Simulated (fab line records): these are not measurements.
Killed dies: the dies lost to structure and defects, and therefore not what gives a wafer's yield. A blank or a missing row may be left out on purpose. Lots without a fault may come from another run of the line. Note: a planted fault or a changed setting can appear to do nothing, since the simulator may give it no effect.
8D (eight disciplines) problem report, filled in by code    flow sky130    the parts of the form that need people (team, actions taken, sign-off) are left out

== 1. THE PROBLEM ==
Across 6 wafers from 3 lots, METAL1_ALCU_RS at SKY_METAL1_RS_MEAS_05 averages 0.0755 ohm/sq, while fault-free wafers read 0.1269 ohm/sq with a standard deviation of 0.0015. That is -34 standard deviations from the usual mean.
The step: measures by four-point-probe.
Earliest sighting: wafer L981.4 on filmMetro-01 at day 37 00:19. The record has a number at this step for 45 wafers belonging to 15 lots. Rule for "out" (also "out of limits"): further than 4 standard deviations from the usual mean. The other wafers with a number count as sound.

== 2. WHAT IT IS; WHAT IT IS NOT ==
question                     is                                              is not
which readings at this step  METAL1_ALCU_RS                                  -
which lots                   L981, L982, L983                                L969, L970, L971, L972, L973, L975, L976, L977, L987, L988, L990, L992
which wafers of those lots   L981.4, L981.5, L981.6, L982.4, L982.5, L983.4  L982.1, L983.1, L983.3
read on which gauges         filmMetro-01, filmMetro-04                      filmMetro-03
when                         from day 37 00:19                               up to then (24 sound wafers); but 15 sound wafers of L982, L983, L987, L988, L990, L992 came after

== 3. WHAT RULES OUT EACH SUSPECT ==
Counting: any tool at a process step up to the reading remains a suspect provided it ran every lot that is out. Sound lots after the first of them don't rule it out here, since some wafers of a struck lot are sound.
- the gauge at SKY_METAL1_RS_MEAS_05: ruled out. 2 gauges (filmMetro-01, filmMetro-04) read the wafers that are out.
- pvdSputter-01 at SKY_METAL1_SPUTTER_02 (material AlCu, target thk 250 nm, time 13.3 s): kept. It ran every lot that is out, first L981 (day 37 00:10); its last sound lot up to then is L977 (day 35 07:35).
Remaining after the count: pvdSputter-01 at SKY_METAL1_SPUTTER_02.

== 4. THE CAUSE (what the simulator had put in) ==
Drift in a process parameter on pvdSputter-01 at SKY_METAL1_SPUTTER_02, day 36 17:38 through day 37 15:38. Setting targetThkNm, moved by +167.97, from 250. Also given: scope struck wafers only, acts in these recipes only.
Counting left only this tool.

== 5. SEQUENCE OF EFFECTS, ordered by route ==
Rows list readings where the struck wafers' mean (over those with a number) sits beyond 3 standard deviations from the usual. Readings are gone through only where the record gives a usual standard deviation; hours: the median, over the lots, of the time from a lot's start at the first step in this table giving one to that lot's start at this step; sigmas: the change measured in usual standard deviations.
hours  step                      reading          usual          on struck wafers  change   sigmas
0      SKY_METAL1_RS_MEAS_05     METAL1_ALCU_RS   0.1269 ohm/sq  0.0755            -0.0514  -34
0      SKY_METAL1_THK_MEAS_06    METAL1_ALCU_THK  246 nm         412               +166     +49
27     SKY_METAL1_METAL_ETCH_19  oesProductAu     0.854 a.u.     1.001             +0.147   +25
Process steps it contains:
- SKY_METAL1_METAL_ETCH_19: etches the open film in Cl2/BCl3, stops on SiO2, target depth 360 nm, time 78 s.

== 6. WHAT WOULD HAVE CAUGHT IT SOONER ==
The first out-of-limits reading at a measuring or inspecting step in this record came at day 37 00:19, 7 hours after the fault's start at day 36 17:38.
Of the tool readings at SKY_METAL1_SPUTTER_02 for which the record gives a usual standard deviation, none was out on any struck wafer, so an alarm limit of 4 standard deviations on them would not have fired.
L982, L983, from the lots that are out (3), started SKY_METAL1_SPUTTER_02 on pvdSputter-01 later than day 37 00:19. A hold on the tool at that time would have spared those 2.
